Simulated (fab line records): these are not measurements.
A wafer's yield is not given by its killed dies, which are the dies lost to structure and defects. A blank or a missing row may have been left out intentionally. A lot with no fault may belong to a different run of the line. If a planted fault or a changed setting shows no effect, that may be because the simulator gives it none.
Chamber matching ; flow sky130 ; 4 sister chambers for SKY_PASSIVATION_ETCH_11 on rie diel-03
The step etches the open film in CF4/O2, stops on AlCu, target depth 725 nm, time 161.1 s. 4 wafers are shown with their chamber, then 12 later ones without.

## WAFERS PAIRED WITH THEIR CHAMBERS
wafer;chamber;drypump motor current A (A)
L086.1;1;5.2
L086.5;3;5.3
L087.3;2;6.4
L087.5;0;6.0

## WAFERS WITHOUT THEIR CHAMBER
wafer;drypump motor current A (A)
L090.1;6.0
L090.3;5.2
L090.6;6.3
L093.1;6.4
L093.3;5.2
L093.4;6.0
L092.1;6.0
L092.4;6.4
L092.5;5.2
L095.1;6.3
L095.3;6.0
L095.5;5.4

## EACH ONE'S CHAMBER
wafer;from the rows above;in truth
L090.1;0;0
L090.3;can't be placed: 1 or 3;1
L090.6;2;2
L093.1;2;2
L093.3;can't be placed: 1 or 3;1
L093.4;0;0
L092.1;0;0
L092.4;2;2
L092.5;can't be placed: 1 or 3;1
L095.1;2;2
L095.3;0;0
L095.5;can't be placed: 3 or 1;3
8 of 12 placed correctly. Can't be placed from these rows: 4 (the true chamber is among the candidates in 4). Wrongly placed: 0.
How it was worked out, from the rows above alone: a wafer's distance from a chamber is the root of the sum, over the readings, of the square of ((its reading less the chamber's mean) divided by the reading's scatter). The wafer belongs to the nearest chamber; if the next one is less than 2 further off, it can't be placed. For every chamber, the mean is computed from those of its wafers that are shown. The scatter (one wafer shown for each chamber): square how far every hidden wafer sits from the nearest shown wafer, average those squares and take the square root.
